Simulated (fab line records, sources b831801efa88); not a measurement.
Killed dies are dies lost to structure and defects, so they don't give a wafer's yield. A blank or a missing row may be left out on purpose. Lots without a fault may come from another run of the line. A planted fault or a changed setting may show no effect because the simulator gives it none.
fab line records | flow sky130
record lots=6 wafers=18 last_day=50
route steps=708 shown LOCAL_INTERCONNECT@402 CONTACT@406 PAD_OPEN@708
lots that met no fault: from a run of the same line without faults
start_h: hours from the record's first day to the start of the lot's first wafer shown | wait_h: hours since the lot's step before | " the same as in the row above | L1.1+2: a row that stands for several wafers | - no value, or no start given | * or withheld: withheld | < > ~ a bound
route shown NAME@n: a module of which the file shows steps, and the number in the route of the first | usual: mean/standard deviation of fault-free wafers | same: alike in all rows | chamber/n: place in a boat | sites: the reading at each site | _std_site: their standard deviation | _edge_site: outer sites' mean less inner sites' | radius_mm: how far each site lies from the wafer's centre | mask NAME#n: copy n | behind: the tool/chamber that last shaped the wafer | hold: why the lot was held/for how many hours/how that ended | device: the transistor (n, p or np) that didn't switch | end of line: the same wafers' tests at the end of the route | a step without rows: its recipe alone | killed: dies lost to structure and defects at the first sort, not the wafer's yield | map: a wafer's dies, x killed, . not, _ none there
set.NAME: the setting as run; set.NAME@STEP: as run at that earlier step | model.NAME: the simulator's own value behind a step, which no gauge read
lots at some steps of the route; a table a step, a row a wafer
services: from which hour (start_h, from the record's first day; less than 0 if before it) a tool's chamber was out of use, for how many hours, and why
## steps
# step SKY_LOCAL_INTERCONNECT_STRIP_15
# recipe chemistry=O2/N2 power_w=1400 pressure_mtorr=1500 platen_temp_c=withheld o2_flow_sccm=3000 n2_flow_sccm=300 overash_fraction=0.5
# usual chamber_pressure_mTorr=1500/5.9 drypump_motor_current_A=5.93/0.28 oes_product_au=0.426/0.0044 strip_time_to_endpoint_s=4.710/0.027
# columns lot.wafer tool chamber start_h wait_h chamber_pressure_mTorr drypump_motor_current_A oes_product_au rf_hours_counter_h strip_time_to_endpoint_s
L627.1 plasma_asher-04 0 724.83 0.0 1501 6.24 0.422 98 4.664
L627.3 " 0 " " 1499 6.24 0.437 - 4.674
L627.4 " 1 " " 1501 5.91 0.426 - 4.692
L635.2 plasma_asher-03 0 791.79 0.0 1501 5.56 0.423 38 4.725
L635.3 " 1 " " 1500 6.07 0.428 - 4.702
L635.6 " 0 " " 1500 5.58 0.433 - 4.705
L637.1 plasma_asher-02 0 810.91 0.0 1500 5.47 0.425 70 4.731
L637.2 " 1 " " 1499 6.14 0.429 70 4.736
L637.5 " 0 " " 1501 5.50 0.427 - 4.736
L638.2 plasma_asher-04 1 813.33 0.0 1500 5.92 0.427 6 4.764
L638.3 " 0 " " 1499 6.24 0.420 - 4.759
L638.5 " 1 " " 1499 5.93 0.429 - 4.680
L639.3 plasma_asher-02 1 827.43 0.1 1500 6.16 0.431 - 4.726
L639.5 " 1 " " 1498 6.16 0.429 - 4.687
L639.6 " 0 " " 1502 5.51 0.420 - 4.743
L645.1 plasma_asher-03 1 866.19 0.0 1500 6.06 0.424 42 4.664
L645.2 " 0 " " 1499 5.55 0.427 42 4.725
L645.6 " 1 " " 1498 6.10 0.433 - 4.751
# step SKY_LOCAL_INTERCONNECT_STRIP_16
# recipe chemistry=post_etch_residue_remover time_s=1200 temp_c=72.5
# step SKY_LOCAL_INTERCONNECT_CLEAN_17
# recipe chemistry=IPA time_s=180 temp_c=25
# step SKY_LOCAL_INTERCONNECT_CLEAN_18
# recipe chemistry=O3/DIW dry=n2_spin
# step SKY_CONTACT_CVD_00
# recipe material=Si3N4 target_thk_nm=75 temp_c=400 time_s=withheld rf_w=450
# usual heater_power_w=708/60
# columns lot.wafer tool chamber start_h wait_h heater_power_w
L627.1 pecvd-03 1 725.46 0.0 712
L627.3 " 2 " " 662
L627.4 " 0 " " 719
L635.2 pecvd-01 2 792.39 0.0 559
L635.3 " 0 " " 696
L635.6 " 1 " " 753
L637.1 pecvd-01 2 811.51 0.0 682
L637.2 " 0 " " 743
L637.5 " 0 " " 762
L638.2 pecvd-01 1 813.93 0.0 791
L638.3 " 0 " " 654
L638.5 " 2 " " 637
L639.3 pecvd-03 2 828.03 0.0 698
L639.5 " 2 " " 560
L639.6 " 0 " " 652
L645.1 pecvd-03 2 866.79 0.0 712
L645.2 " 0 " " 759
L645.6 " 2 " " 702
# step SKY_CONTACT_THK_MEAS_01
# recipe reads=Si3N4_of_CONTACT_CVD_00
# usual CONTACT_CVD_00_THK=74.8/0.98
# columns lot.wafer tool chamber start_h wait_h CONTACT_CVD_00_THK[nm]
L627.1 film_metro-01 - 725.50 - 74.3
L627.3 " - " " 73.2
L627.4 " - " " 74.6
L635.2 film_metro-01 - 792.43 - 74.3
L635.3 " - " " 72.4
L635.6 " - " " 74.5
L637.1 film_metro-04 - 811.54 - 73.7
L637.2 " - " " 72.9
L637.5 " - " " 74.5
L638.2 film_metro-01 - 813.97 - 73.2
L638.3 " - " " 72.3
L638.5 " - " " 74.7
L639.3 film_metro-01 - 828.08 - 72.9
L639.5 " - " " 73.8
L639.6 " - " " 74.9
L645.1 film_metro-03 - 866.82 - 75.0
L645.2 " - " " 75.0
L645.6 " - " " 76.4
# step SKY_CONTACT_HDPCVD_02
# recipe material=SiO2 target_thk_nm=565 sigma_open_frac=0.3 time_s=94.2 temp_c=600 sih4_flow_sccm=60 pressure_mtorr=6
# step SKY_CONTACT_THK_MEAS_03
# recipe reads=SiO2_of_CONTACT_HDPCVD_02
# usual CONTACT_HDPCVD_THK=567/5.9
# columns lot.wafer tool chamber start_h wait_h CONTACT_HDPCVD_THK[nm]
L627.1 film_metro-04 - 725.62 0.0 563
L627.3 " - " " 556
L627.4 " - " " 557
L635.2 film_metro-04 - 792.56 0.0 560
L635.3 " - " " 569
L635.6 " - " " 567
L637.1 film_metro-01 - 811.67 0.0 566
L637.2 " - " " 556
L637.5 " - " " 565
L638.2 film_metro-04 - 814.10 0.0 568
L638.3 " - " " 568
L638.5 " - " " 567
L639.3 film_metro-04 - 828.21 0.1 572
L639.5 " - " " 573
L639.6 " - " " 566
L645.1 film_metro-04 - 866.95 0.0 566
L645.2 " - " " 575
L645.6 " - " " 564
# step SKY_CONTACT_CMP_04
# recipe material=SiO2 down_force_psi=4 platen_rpm=60 pad_velocity_m_s=0.94248
# usual motor_current_A=12.2/0.87 platen_rpm=59.99/0.038 slurry_filter_dp_kPa=13.51/0.13 time_to_endpoint_s=84/3.7
# columns lot.wafer tool chamber start_h wait_h motor_current_A platen_rpm slurry_filter_dp_kPa time_to_endpoint_s
L627.1 cmp-01 0 725.68 0.1 11.7 59.98 13.27 81
L627.4 " 1 " " 13.0 59.98 13.55 82
L627.3 " 2 " " 12.8 60.01 13.73 78
L635.3 cmp-02 0 792.61 0.0 13.3 59.99 13.43 77
L635.2 " 1 " " 11.9 60.01 13.50 83
L635.6 " 1 " " 12.7 60.02 13.43 85
L637.1 cmp-01 2 811.73 0.1 12.6 60.02 13.61 79
L637.2 " 1 " " 13.2 59.92 13.42 80
L637.5 " 2 " " 13.1 60.00 13.52 82
L638.2 cmp-01 0 814.15 0.0 11.4 60.07 13.49 84
L638.3 " 2 " " 12.6 60.00 13.26 81
L638.5 " 1 " " 12.6 60.00 13.52 83
L639.3 cmp-01 0 828.35 0.1 12.8 60.02 13.49 83
L639.6 " 2 " " 12.4 59.95 13.55 82
L639.5 " 3 " " 12.7 60.01 13.61 89
L645.2 cmp-01 1 867.01 0.0 12.9 60.04 13.34 84
L645.1 " 0 " " 12.1 60.02 13.42 83
L645.6 " 1 " " 12.8 59.99 13.46 83
# step SKY_CONTACT_BOW_MEAS_05
# recipe mode=bow
# usual CONTACT_BOW=83/6.9
# columns lot.wafer tool chamber start_h wait_h CONTACT_BOW[um]
L627.1 film_metro-04 - 725.98 0.2 79
L627.3 " - " " 88
L627.4 " - " " 88
L635.2 film_metro-03 - 792.93 0.2 78
L635.3 " - " " 84
L635.6 " - " " 81
L637.1 film_metro-04 - 812.03 0.2 81
L637.2 " - " " 75
L637.5 " - " " 87
L638.2 film_metro-04 - 814.47 0.3 75
L638.3 " - " " 77
L638.5 " - " " 80
L639.3 film_metro-01 - 828.59 0.2 75
L639.5 " - " " 71
L639.6 " - " " 90
L645.1 film_metro-04 - 867.31 0.1 78
L645.2 " - " " 87
L645.6 " - " " 89
# step SKY_CONTACT_DEHYDRATE_06
# recipe temp_c=200 time_s=60
# step SKY_CONTACT_HMDS_07
# recipe prime_time_s=60 prime_temp_c=120
# step SKY_CONTACT_COAT_08
# recipe resist=BARC temp_c=withheld time_s=withheld spin_rpm=3000 resist_thk_nm=60
# columns lot.wafer tool chamber start_h wait_h
L627.1+3+4 litho_track-03 0 738.89 0.1
L635.2+3+6 litho_track-04 0 805.59 0.1
L637.1+2+5 litho_track-03 0 825.39 0.1
L638.2+3+5 litho_track-03 0 827.77 0.1
L639.3+5+6 litho_track-01 0 840.62 0.1
L645.1+2+6 litho_track-04 0 879.51 0.1
# step SKY_CONTACT_COAT_09
# recipe resist=KrF-thick spin_rpm=3000 resist_thk_nm=450
# step SKY_CONTACT_SOFTBAKE_10
# recipe temp_c=100 time_s=90 resist=KrF-thick
# step SKY_CONTACT_EXPOSE_11
# recipe mask_id=CTM1 na=0.8 source_shape=annular sigma_inner=0.55 sigma_outer=0.85 target_cd_nm=170 dose_mj=38
# step SKY_CONTACT_PEB_12
# recipe peb_temp_c=withheld peb_time_s=withheld resist=KrF-thick
# step SKY_CONTACT_DEVELOP_13
# recipe develop_time_s=60 resist=KrF-thick dev_temp_c=21
# step SKY_CONTACT_CD_MEAS_14
# recipe target_cd_nm=170
# usual cd_nm=170.6/1.4
# columns lot.wafer tool chamber start_h wait_h cd_nm
L627.1 cd_sem-02 - 752.99 - 169.5
L627.3 " - " " 168.7
L627.4 " - " " 168.9
L635.2 cd_sem-02 - 819.49 - 170.3
L635.3 " - " " 172.7
L635.6 " - " " 172.0
L637.1 cd_sem-01 - 838.71 - 172.1
L637.2 " - " " 170.9
L637.5 " - " " 172.9
L638.2 cd_sem-02 - 840.48 - 171.9
L638.3 " - " " 172.8
L638.5 " - " " 172.0
L639.3 cd_sem-02 - 854.81 - 171.3
L639.5 " - " " 169.5
L639.6 " - " " 170.1
L645.1 cd_sem-01 - 892.76 - 171.8
L645.2 " - " " 172.2
L645.6 " - " " 172.3
# step SKY_CONTACT_OVL_MEAS_15
# usual CONTACT_OVL=1/4.8
# columns lot.wafer tool chamber start_h wait_h CONTACT_OVL[nm]
L627.1 overlay-01 - 753.11 0.1 5
L627.3 " - " " 9
L627.4 " - " " -2
L635.2 overlay-01 - 819.60 0.1 4
L635.3 " - " " 7
L635.6 " - " " 11
L637.1 overlay-02 - 838.83 0.1 1
L637.2 " - " " -4
L637.5 " - " " -12
L638.2 overlay-02 - 840.59 0.1 -1
L638.3 " - " " -4
L638.5 " - " " -3
L639.3 overlay-02 - 854.91 0.1 -1
L639.5 " - " " -2
L639.6 " - " " -1
L645.1 overlay-02 - 892.88 0.1 7
L645.2 " - " " 1
L645.6 " - " " 2
# step SKY_CONTACT_ETCH_16
# recipe chemistry=N2/H2 target=BARC ion_energy_ev=200 source_w=500 bias_w=100 pressure_mtorr=30 n2_flow_sccm=100 h2_flow_sccm=200 stop_on=SiO2 time_s=45.9 target_depth_a=600
# usual bias_w=100.01/0.29 chamber_pressure_mTorr=29.995/0.028 drypump_motor_current_A=5.8/0.55 oes_product_au=0.854/0.0048 throttle_valve_pct=13.225/0.0099
# columns lot.wafer tool chamber start_h wait_h bias_w chamber_pressure_mTorr drypump_motor_current_A oes_product_au rf_hours_counter_h throttle_valve_pct model.etch.depth_nm
L627.1 rie_diel-04 1 753.15 0.0 100.01 30.001 5.6 0.856 10 13.242 60.26
L627.3 " 3 " " 99.96 29.989 5.2 0.854 16 13.216 60.13
L627.4 " 3 " " 100.17 29.955 5.2 0.856 - 13.227 60.37
L635.2 rie_diel-04 1 819.63 0.0 99.34 30.040 5.6 0.848 11 13.216 59.69
L635.3 " 3 " " 100.02 29.992 5.2 0.851 18 13.219 59.68
L635.6 " 0 " " 100.24 29.958 5.7 0.850 - 13.246 59.62
L637.1 rie_diel-03 1 838.87 0.0 100.38 29.953 6.4 0.895 9 13.233 64.74
L637.2 " 2 " " 100.09 29.959 6.5 0.890 10 13.223 64.82
L637.5 " 3 " " 100.40 29.996 6.3 0.896 - 13.219 64.85
L638.2 rie_diel-03 0 840.62 0.0 100.26 29.989 5.3 0.899 3 13.218 64.71
L638.3 " 2 " " 99.60 30.033 6.4 0.886 10 13.224 64.82
L638.5 " 2 " " 99.78 29.955 6.4 0.892 - 13.246 64.46
L639.3 rie_diel-03 1 854.93 0.0 99.89 29.983 6.4 0.859 9 13.215 60.05
L639.5 " 2 " " 99.91 30.034 6.4 0.853 - 13.233 60.03
L639.6 " 3 " " 100.24 30.020 6.3 0.848 - 13.214 60.25
L645.1 rie_diel-03 3 892.92 0.0 100.58 30.023 6.3 0.855 17 13.229 60.15
L645.2 " 2 " " 100.08 29.982 6.4 0.855 12 13.219 60.25
L645.6 " 1 " " 100.08 29.961 6.4 0.853 - 13.212 60.15
# step SKY_CONTACT_ETCH_17
# recipe target=SiO2 chemistry=C4F8/O2/Ar stop_on=Si3N4 mask_material=KrF-thick source_w=1500 bias_w=1200 pressure_mtorr=40 c4f8_flow_sccm=withheld O2_flow_sccm=6 Ar_flow_sccm=300 time_s=withheld target_depth_a=3400
# usual bias_w=1201/4.1 chamber_pressure_mTorr=40.00/0.036 oes_product_au=0.893/0.0046
# columns lot.wafer tool chamber start_h wait_h bias_w chamber_pressure_mTorr oes_product_au
L627.1 rie_diel-04 1 753.19 0.0 1196 39.95 0.887
L627.3 " 3 " " 1204 40.00 0.886
L627.4 " 3 " " 1200 40.09 0.888
L635.2 rie_diel-04 1 819.67 0.0 1194 39.99 0.890
L635.3 " 3 " " 1196 39.94 0.890
L635.6 " 0 " " 1205 39.96 0.890
L637.1 rie_diel-03 1 838.91 0.0 1199 40.01 0.896
L637.2 " 2 " " 1200 40.04 0.891
L637.5 " 3 " " 1203 39.98 0.889
L638.2 rie_diel-03 0 840.66 0.0 1202 40.01 0.884
L638.3 " 2 " " 1202 40.04 0.897
L638.5 " 2 " " 1205 39.99 0.898
L639.3 rie_diel-03 1 854.97 0.0 1194 40.03 0.889
L639.5 " 2 " " 1204 40.02 0.887
L639.6 " 3 " " 1201 40.02 0.903
L645.1 rie_diel-03 3 892.96 0.0 1203 40.02 0.896
L645.2 " 2 " " 1204 39.97 0.896
L645.6 " 1 " " 1199 40.02 0.891
# step SKY_PAD_OPEN_PROBE_99
# usual killed_at_M0_to_M3=43/6.7 killed_at_M4_up=3.0/1.9 killed_at_contacts=25/5.4 killed_at_front_end=16/4.5 killed_at_other=0.4/0.62 killed_dies=87/9.6 killed_on_rim=17/3.6 killed_open=47/7 killed_short=39/6.1
# same gross_dies=492 killed_at_back_side=0
# columns lot.wafer tool chamber start_h wait_h killed_at_M0_to_M3 killed_at_M4_up killed_at_contacts killed_at_front_end killed_at_other killed_dies killed_on_rim killed_open killed_short
L638.2 prober-01 - 1155.99 0.1 36 7 25 26 0 94 19 47 47
L638.3 prober-01 - 1156.04 0.2 45 0 25 9 0 79 13 44 35
L638.5 prober-01 - 1156.14 0.2 38 2 29 12 0 81 13 40 41
L639.3 prober-02 - 1161.41 0.2 49 2 27 14 0 92 17 59 33
L639.5 prober-02 - 1161.51 0.2 41 4 23 15 0 83 14 47 35
L639.6 prober-02 - 1161.56 0.2 35 2 28 15 2 82 13 50 32
L645.1 prober-02 - 1191.11 0.1 40 1 31 20 1 93 12 56 37
L645.2 prober-02 - 1191.16 0.1 34 2 18 16 0 70 13 37 33
L645.6 prober-02 - 1191.36 0.2 36 0 27 25 0 88 22 49 39
# killed by level:class
L638.2 CONTACT:geometric_particle:open=9 FIELD_ISO:geometric_particle:short=8 METAL4:geometric_particle:short=7 VIA3:geometric_particle:open=7 POLY_GATE:geometric_particle:open=6 POLY_GATE:geometric_particle:short=6 VIA1:geometric_particle:open=6 METAL2:geometric_particle:short=5
L638.3 LI_CONTACT:geometric_particle:open=12 VIA3:geometric_particle:open=10 VIA1:geometric_particle:short=9 VIA2:geometric_particle:open=6 VIA1:geometric_particle:open=5 METAL2:geometric_particle:short=5 METAL1:geometric_particle:short=5 CONTACT:geometric_particle:open=4
L638.5 CONTACT:geometric_particle:open=8 CONTACT:geometric_particle:short=7 VIA3:geometric_particle:open=7 LI_CONTACT:geometric_particle:open=6 LI_CONTACT:geometric_particle:short=5 VIA1:geometric_particle:open=5 VIA2:geometric_particle:short=4 VIA3:geometric_particle:short=4
L639.3 CONTACT:geometric_particle:open=15 VIA1:geometric_particle:open=12 VIA2:geometric_particle:open=11 METAL1:geometric_particle:short=5 METAL2:geometric_particle:short=5 FIELD_ISO:geometric_particle:open=4 FIELD_ISO:geometric_particle:short=4 LI_CONTACT:geometric_particle:open=4
L639.5 VIA1:geometric_particle:open=14 CONTACT:geometric_particle:open=10 CONTACT:geometric_particle:short=6 VIA2:geometric_particle:open=6 METAL2:geometric_particle:short=6 FIELD_ISO:geometric_particle:open=5 POLY_GATE:geometric_particle:open=4 METAL1:geometric_particle:short=4
L639.6 VIA1:geometric_particle:open=13 CONTACT:geometric_particle:open=10 FIELD_ISO:geometric_particle:short=7 LOCAL_INTERCONNECT:geometric_particle:short=7 LI_CONTACT:geometric_particle:open=5 METAL2:geometric_particle:short=5 VIA3:geometric_particle:open=5 FIELD_ISO:geometric_particle:open=3
L645.1 CONTACT:geometric_particle:open=13 VIA1:geometric_particle:open=12 FIELD_ISO:geometric_particle:open=6 VIA2:geometric_particle:open=6 VIA3:geometric_particle:open=6 LI_CONTACT:geometric_particle:short=5 VIA1:geometric_particle:short=5 FIELD_ISO:geometric_particle:short=4
L645.2 VIA1:geometric_particle:open=8 CONTACT:geometric_particle:open=7 METAL1:geometric_particle:short=6 FIELD_ISO:geometric_particle:short=5 LOCAL_INTERCONNECT:geometric_particle:short=5 FIELD_ISO:geometric_particle:open=4 VIA1:geometric_particle:short=4 VIA3:geometric_particle:open=4
L645.6 CONTACT:geometric_particle:open=11 POLY_GATE:geometric_particle:open=8 VIA1:geometric_particle:short=7 CONTACT:geometric_particle:short=6 VIA1:geometric_particle:open=6 VIA3:geometric_particle:open=6 FIELD_ISO:geometric_particle:open=5 METAL2:geometric_particle:short=5
## services
# columns tool chamber start_h hours kind
pecvd-03 1 703.40 5.8 repair
cmp-01 - 703.65 6.5 pm
rie_diel-04 - 721.43 4.3 pm
pecvd-01 - 724.87 8.3 repair
plasma_asher-04 - 733.75 9.0 pm
pecvd-03 - 734.26 6.0 pm
rie_diel-04 3 738.19 5.8 repair
rie_diel-04 0 740.58 3.4 repair
cmp-01 - 744.09 4.0 pm
rie_diel-03 - 750.71 2.8 pm
plasma_asher-04 - 751.71 2.4 repair
cmp-01 - 756.82 1.8 repair
cmp-01 - 765.95 2.9 repair
plasma_asher-04 - 781.29 1.2 repair
rie_diel-04 0 797.21 8.0 repair
rie_diel-04 - 801.62 14.6 pm
rie_diel-04 3 830.35 4.9 repair
cmp-01 - 834.45 0.3 repair
cmp-01 - 844.01 0.3 repair
rie_diel-03 0 852.65 8.7 repair
pecvd-01 1 867.57 4.5 repair
cmp-01 - 882.46 1.7 repair
cmp-01 - 883.39 2.1 repair
rie_diel-03 0 886.30 2.8 repair
## key
first_sign step=SKY_CONTACT_ETCH_16 reading=oes_product_au direction=up sigmas=8 usual=0.854 struck=0.893
effect none on later readings
model_effect step=SKY_CONTACT_ETCH_16 value=etch.depth_nm without=59.94 struck=64.74
met_at SKY_CONTACT_COAT_08
struck_wafers L637.1,L637.2,L637.5,L638.2,L638.3,L638.5
tester_left_out L637,L638
onset_between 738.89 825.39
also_fits SKY_CONTACT_CVD_00:pecvd-01
fault kind=process_parameter_drift tool=litho_track-03 chamber=- onset_h=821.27 steps=SKY_CONTACT_COAT_08 channel=resist_thk_nm offset=4.804 shape=step end_h=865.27 acts_in=these_recipes_only stated=60
# tester_left_out: of these lots the tester's yield and bins aren't shown, on N5 and GAA mostly nor the transistor test; their killed dies are dies lost to structure and defects alone, not to doping, threshold or leakage, so they don't give the yield
